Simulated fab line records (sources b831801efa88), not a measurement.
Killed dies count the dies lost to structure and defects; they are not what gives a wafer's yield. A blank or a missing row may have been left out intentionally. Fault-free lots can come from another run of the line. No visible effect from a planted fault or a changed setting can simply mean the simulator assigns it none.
Comparing a struck lot with a sound one :: flow sky130 :: 15 steps out of a route of 708
Sound: these wafers, L620.3, L620.5, L620.6. Struck: wafers L627.1, L627.2, L627.3. The cause is named last.
Order at every step that has rows: each side's tool, ch and its chambers, its first start. Under that, the readings that differ: sound wafers :: struck wafers :: difference of the means :: sigmas: that difference in standard deviations of wafers without a fault.
alike: a reading whose means differ by less than 2 such deviations, as well as words and numbers matching on both sides. not compared: withheld readings; readings where some wafer has no value; bounds like >300 that might hide an equal value; numbers whose values overlap and for which the record gives no deviation.
A row with sigmas, a row that says differs or no value, or rows on one side alone: a step with any of these is where the two part. Numbers that have no deviation but don't overlap get no sigmas and don't part them. A reading that every wafer of one side lacks parts them only if that side has two wafers or more.

SKY_NWELL_RS_MEAS_29: the measuring method here is four-point-probe.
  sound on film-metro-03 at day 6 00:28; struck on film-metro-03 at day 7 10:48
  alike: NWELL_RS
SKY_NWELL_RS_MEAS_31: the measuring method here is four-point-probe.
  sound on film-metro-03 at day 6 00:42; struck on film-metro-03 at day 7 11:02
reading: PWDE_RS (ohm/sq)
sound: 5232 5234 5259
struck: 5294 5286 5295
difference: +50
sigmas: +3
then, 7 steps without rows for these wafers: SKY_VT_ADJUST_HVTP_DEHYDRATE_00 (time 60 s); SKY_VT_ADJUST_HVTP_HMDS_01 (prime time 60 s); SKY_VT_ADJUST_HVTP_COAT_02 (resist thk 1140 nm); SKY_VT_ADJUST_HVTP_SOFTBAKE_03 (time 60 s); SKY_VT_ADJUST_HVTP_EXPOSE_04 (exposes mask HVTPM, target cd 380 nm); SKY_VT_ADJUST_HVTP_PEB_05; SKY_VT_ADJUST_HVTP_DEVELOP_06 (develop time 60 s).
SKY_VT_ADJUST_HVTP_CD_MEAS_07 targets a cd of 380 nm.
  sound on cd-sem-01 at day 6 20:08; struck on cd-sem-02 at day 8 06:14
  alike: cd-nm
SKY_VT_ADJUST_HVTP_OVL_MEAS_08:
  sound on overlay-01 at day 6 20:14; struck on overlay-01 at day 8 06:22
  alike: VT_ADJUST_HVTP_OVL
SKY_VT_ADJUST_HVTP_IMPLANT_09:
  sound on implanter-04 ch 0, day 6 20:18; struck on implanter-04 ch 0, day 8 06:24
reading: dose-ions-cm2
sound: 4.295e+12 4.293e+12 4.3e+12
struck: 6.634e+12 6.638e+12 6.64e+12
difference: +2.341e+12
sigmas: +99 or more

reading: faraday-current-uA
sound: 23.5 24.3 23.6
struck: 38.3 38.6 37.3
difference: +14.3
sigmas: +30
SKY_VT_ADJUST_HVTP_STRIP_10: strips in O2/N2.
  sound on plasma-asher-01 ch 0,1, day 6 20:26; struck on plasma-asher-03 ch 0,1, day 8 06:33
reading: drypump-motor-current-A (A)
sound: 6.0 6.0 5.9
struck: 4.9 5.2 4.9
difference: -1.0
sigmas: -2
  alike: oes-product-au, strip-time-to-endpoint-s
  not compared: rf-hours-counter-h
SKY_VT_ADJUST_HVTP_TW_MEAS_11:
  sound on film-metro-04 at day 6 20:31; struck on film-metro-02 at day 8 06:53
reading: VT_ADJUST_HVTP_TW
sound: 1340 1339 1342
struck: 1539 1544 1542
difference: +201
sigmas: +34
  not compared: hold
-- the record jumps here: 40 days lie between the struck wafers' starts before and after (it left off in module VT_ADJUST_HVTP and takes up again in module PAD_OPEN, whose first step shown is number 708 of the route) --
SKY_PAD_OPEN_PROBE_99:
  sound on prober-02 at day 46 08:05; struck on prober-01 at day 48 01:02
reading: hold
sound: - - -
struck: await-dispo/7.6h/release await-dispo/7.6h/release await-dispo/7.6h/release
difference: no value on the sound wafers
sigmas: 

reading: model.etest.tip-p.rs-ohm-sq
sound: 6895 6899 6865
struck: 8232 8313 8190
difference: +1359
sigmas: 

reading: model.etest.pfet_01v8.r-on-ohm-um
sound: 2990 2918 2906
struck: 3358 3350 3357
difference: +417
sigmas: 

reading: model.etest.pfet_01v8.drive-ua-um
sound: 183.3 189.9 190.7
struck: 147.2 147.5 147.6
difference: -40.5
sigmas: 

reading: model.etest.pfet_01v8_mvt.drive-ua-um
sound: 147.1 150.9 152.4
struck: 110.8 109.3 109.8
difference: -40.2
sigmas: 

reading: model.etest.pfet_01v8_hvt.drive-ua-um
sound: 137.4 143.7 141.3
struck: 115.3 112.6 113.7
difference: -26.9
sigmas: 

reading: model.etest.sram-pfet-latch.drive-ua-um
sound: 133.6 136.5 140.7
struck: 118.2 110.9 110.9
difference: -23.6
sigmas: 

reading: model.etest.ring_1v8.delay-ps
sound: 22.1 21.6 21.66
struck: 25.29 25.15 25.07
difference: +3.38
sigmas: 

reading: model.etest.pfet_01v8.off-log10-a-um
sound: -10.04 -9.83 -9.984
struck: -12.87 -12.64 -12.88
difference: -2.85
sigmas: 
  alike: killed_at_M0_to_M3, killed_at_M4_up, killed-at-contacts, killed-at-front-end, killed-at-other, killed-dies, killed-open, killed-short

## WHERE THEY PART
At SKY_NWELL_RS_MEAS_31 first; at SKY_PAD_OPEN_PROBE_99 last (within this record only).

WHY: what the simulator had put in
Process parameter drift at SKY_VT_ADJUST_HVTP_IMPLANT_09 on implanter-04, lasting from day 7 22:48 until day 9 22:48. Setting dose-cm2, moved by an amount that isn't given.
